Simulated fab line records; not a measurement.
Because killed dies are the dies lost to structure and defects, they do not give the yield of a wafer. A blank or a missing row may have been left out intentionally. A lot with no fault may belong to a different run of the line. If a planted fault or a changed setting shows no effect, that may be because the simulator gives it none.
Matching of chambers :: flow sky130 :: SKY_PAD_OPEN_ETCH_07 on rie-diel-03 has 4 sister chambers
The step etches the open film in CF4/O2, stops on AlCu, target depth 725 nm, time 161.1 s. 16 wafers are shown with their chamber, then 8 later ones without.

WAFERS PAIRED WITH THEIR CHAMBERS
wafer: L074.2
chamber: 0
drypump-motor-current-A (A): 5.1
cf4-flow-sccm (sccm): 80.37
oes-product-au (a.u.): 0.975

wafer: L074.5
chamber: 2
drypump-motor-current-A (A): 5.7
cf4-flow-sccm (sccm): 80.35
oes-product-au (a.u.): 0.977

wafer: L074.6
chamber: 1
drypump-motor-current-A (A): 6.2
cf4-flow-sccm (sccm): 79.60
oes-product-au (a.u.): 0.983

wafer: L076.3
chamber: 1
drypump-motor-current-A (A): 6.2
cf4-flow-sccm (sccm): 79.89
oes-product-au (a.u.): 0.980

wafer: L076.4
chamber: 2
drypump-motor-current-A (A): 5.7
cf4-flow-sccm (sccm): 80.25
oes-product-au (a.u.): 0.978

wafer: L076.5
chamber: 2
drypump-motor-current-A (A): 5.7
cf4-flow-sccm (sccm): 80.14
oes-product-au (a.u.): 0.984

wafer: L077.1
chamber: 0
drypump-motor-current-A (A): 5.1
cf4-flow-sccm (sccm): 79.85
oes-product-au (a.u.): 0.976

wafer: L077.3
chamber: 3
drypump-motor-current-A (A): 5.6
cf4-flow-sccm (sccm): 79.81
oes-product-au (a.u.): 0.998

wafer: L077.4
chamber: 2
drypump-motor-current-A (A): 5.7
cf4-flow-sccm (sccm): 80.28
oes-product-au (a.u.): 0.980

wafer: L078.1
chamber: 2
drypump-motor-current-A (A): 5.7
cf4-flow-sccm (sccm): 80.27
oes-product-au (a.u.): 0.969

wafer: L078.2
chamber: 0
drypump-motor-current-A (A): 5.1
cf4-flow-sccm (sccm): 80.07
oes-product-au (a.u.): 0.974

wafer: L078.5
chamber: 0
drypump-motor-current-A (A): 5.1
cf4-flow-sccm (sccm): 79.90
oes-product-au (a.u.): 0.979

wafer: L079.1
chamber: 1
drypump-motor-current-A (A): 6.3
cf4-flow-sccm (sccm): 80.08
oes-product-au (a.u.): 0.964

wafer: L079.2
chamber: 3
drypump-motor-current-A (A): 5.6
cf4-flow-sccm (sccm): 80.01
oes-product-au (a.u.): 0.967

wafer: L079.3
chamber: 2
drypump-motor-current-A (A): 5.7
cf4-flow-sccm (sccm): 80.23
oes-product-au (a.u.): 0.966

wafer: L087.3
chamber: 3
drypump-motor-current-A (A): 5.6
cf4-flow-sccm (sccm): 80.05
oes-product-au (a.u.): 0.981

SIGNATURES (averages over the wafers above)
reading: drypump-motor-current-A
chamber 0: 5.100
chamber 1: 6.233
chamber 2: 5.700
chamber 3: 5.600
scatter within a chamber: 0.0236

reading: cf4-flow-sccm
chamber 0: 80.0475
chamber 1: 79.8567
chamber 2: 80.2533
chamber 3: 79.9567
scatter within a chamber: 0.168

reading: oes-product-au
chamber 0: 0.97600
chamber 1: 0.97567
chamber 2: 0.97567
chamber 3: 0.98200
scatter within a chamber: 0.00884
Rule: a wafer lies at a distance from a chamber equal to the root of the sum of squares, over the readings, of (its reading less the chamber's mean, divided by the reading's scatter). The wafer belongs to the nearest chamber; if the next one is less than 2 further off, it can't be placed. The scatter: take each reading less its chamber's mean, square it, sum over the shown wafers, divide by the number of wafers less the number of chambers, and take the root.

WAFERS WHOSE CHAMBER IS MISSING
wafer: L087.4
drypump-motor-current-A (A): 5.1
cf4-flow-sccm (sccm): 80.08
oes-product-au (a.u.): 0.983

wafer: L087.6
drypump-motor-current-A (A): 6.3
cf4-flow-sccm (sccm): 80.06
oes-product-au (a.u.): 0.983

wafer: L090.1
drypump-motor-current-A (A): 6.2
cf4-flow-sccm (sccm): 80.12
oes-product-au (a.u.): 0.971

wafer: L090.3
drypump-motor-current-A (A): 6.2
cf4-flow-sccm (sccm): 80.07
oes-product-au (a.u.): 0.959

wafer: L090.5
drypump-motor-current-A (A): 5.1
cf4-flow-sccm (sccm): 79.72
oes-product-au (a.u.): 0.962

wafer: L096.1
drypump-motor-current-A (A): 5.7
cf4-flow-sccm (sccm): 80.09
oes-product-au (a.u.): 0.973

wafer: L096.3
drypump-motor-current-A (A): 6.3
cf4-flow-sccm (sccm): 79.92
oes-product-au (a.u.): 0.979

wafer: L096.5
drypump-motor-current-A (A): 5.7
cf4-flow-sccm (sccm): 80.04
oes-product-au (a.u.): 0.981

EACH ONE'S CHAMBER
wafer: L087.4
from the rows above: 0
in truth: 0

wafer: L087.6
from the rows above: 1
in truth: 1

wafer: L090.1
from the rows above: 1
in truth: 1

wafer: L090.3
from the rows above: 1
in truth: 1

wafer: L090.5
from the rows above: 0
in truth: 0

wafer: L096.1
from the rows above: 2
in truth: 2

wafer: L096.3
from the rows above: 1
in truth: 1

wafer: L096.5
from the rows above: 2
in truth: 2
Correct placement for 8 of the 8. Number that these rows cannot place: 0. Wrongly placed: 0.
